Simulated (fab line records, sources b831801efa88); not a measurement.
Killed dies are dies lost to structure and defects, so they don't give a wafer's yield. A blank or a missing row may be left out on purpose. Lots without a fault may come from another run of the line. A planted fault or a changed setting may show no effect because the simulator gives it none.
Problem report in the 8D (eight disciplines) form, filled by code | flow sky130 | the parts of the form that need people (team, actions taken, sign-off) are left out

1. THE PROBLEM
heater_power_total_W at SKY_GATE_OXIDE_SOFTBAKE_06 reads a mean of 58.18 W on 6 wafers of 2 lots; wafers without a fault read 56.60 W with a standard deviation of 0.045. That is +35 standard deviations from the usual mean.
The step: time 60 s.
First seen on wafer L718.1, day 14 18:22, on litho_track-01. The record holds 42 wafers of 14 lots with a number at this step. Rule for "out", or "out of limits": more than 4 standard deviations from the usual mean. The other wafers with a number count as sound.

2. WHAT IT IS AND WHAT IT IS NOT
question                    | is                                 | is not
which readings at this step | heater_power_total_W, plate_temp_C | -
which lots                  | L718, L720                         | L721, L723, L726, L729, L730, L731, L732, L733, L734, L735, L736, L737
which wafers of those lots  | all that have a number             | -
read on which tools         | litho_track-01                     | litho_track-02, litho_track-03
when                        | from day 14 18:22                  | up to then (0 sound wafers); but 36 sound wafers of L721, L723, L726, L729, L730, L731, L732, L733, L734, L735, L736, L737 came after

3. SUSPECTS, AND WHAT RULES EACH OUT
Counting: a tool at a process step up to the reading stays a suspect if it ran every lot that is out and no sound lot after the first of them.
- litho_track-01 at SKY_GATE_OXIDE_SOFTBAKE_06 (time 60 s): ruled out as a lasting fault. Sound lots L731, L732, L733, L734 ran on it after its first lot that is out, L718 (day 14 18:22).
Left after counting: nothing in the record.

4. THE CAUSE (what the simulator had put in)
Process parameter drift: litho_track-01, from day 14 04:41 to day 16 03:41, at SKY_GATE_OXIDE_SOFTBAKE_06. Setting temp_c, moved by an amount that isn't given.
Counting ruled it out, wrongly.

5. THE CHAIN OF EFFECTS, in route order
Each row: a reading whose mean over the struck wafers that have a number lies more than 3 standard deviations from the usual. Only readings for which the record gives a usual standard deviation are gone through. hours: the time from each lot's start at the first step in this table that gives one to its start at this step, as a median over the lots. sigmas: the change in usual standard deviations.
hours | step                       | reading              | usual   | on struck wafers | change | sigmas
0     | SKY_GATE_OXIDE_SOFTBAKE_06 | heater_power_total_W | 56.60 W | 58.18            | +1.58  | +35
0     | SKY_GATE_OXIDE_SOFTBAKE_06 | plate_temp_C         | 89.98 C | 91.75            | +1.77  | +12
The process steps in it:
- SKY_GATE_OXIDE_SOFTBAKE_06: time 60 s.

6. WHAT WOULD HAVE CAUGHT IT SOONER
In this record the first reading out of limits was taken at day 14 18:22, 14 hours after the fault began at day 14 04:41.
